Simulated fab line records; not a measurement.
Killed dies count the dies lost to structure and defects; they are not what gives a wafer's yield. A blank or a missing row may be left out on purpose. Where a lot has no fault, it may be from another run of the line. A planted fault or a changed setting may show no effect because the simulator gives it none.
Matching of chambers | flow gf180mcu | rie si-02 running GF_POLY_GATE_ETCH_13: 4 sister chambers
The step etches poly-Si in HBr/Cl2, stops on SiO2, target depth 198.5 nm, time 69.6 s. 4 wafers are shown with their chamber, then 7 later ones without.

EACH WAFER AND ITS CHAMBER
wafer  | chamber | drypump motor current A (A)
L809.5 | 1       | 5.4
L810.3 | 2       | 6.0
L812.1 | 0       | 4.9
L812.3 | 3       | 6.1

WAFERS MISSING THEIR CHAMBER
wafer  | drypump motor current A (A)
L812.5 | 5.4
L813.2 | 4.8
L813.4 | 6.2
L813.5 | 4.9
L814.2 | 4.9
L814.3 | 6.1
L814.5 | 6.1

WHICH CHAMBER EACH ONE RAN IN
wafer  | from the rows above     | in truth
L812.5 | 1                       | 1
L813.2 | 0                       | 0
L813.4 | can't be placed: 3 or 2 | 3
L813.5 | 0                       | 0
L814.2 | 0                       | 0
L814.3 | can't be placed: 3 or 2 | 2
L814.5 | can't be placed: 3 or 2 | 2
Placed correctly: 4 of 7. From these rows, 3 cannot be placed; in 3 the true chamber is one of the candidates. Number placed wrongly: 0.
How it was worked out, from the rows above alone: a wafer's distance from a chamber is the root of the sum, over the readings, of the square of ((its reading less the chamber's mean) divided by the reading's scatter). The wafer belongs to the nearest chamber; if the next one is less than 2 further off, it can't be placed. The mean given for a chamber averages the wafers shown for that chamber. The scatter (one wafer shown for each chamber): square how far every hidden wafer sits from the nearest shown wafer, average those squares and take the square root.
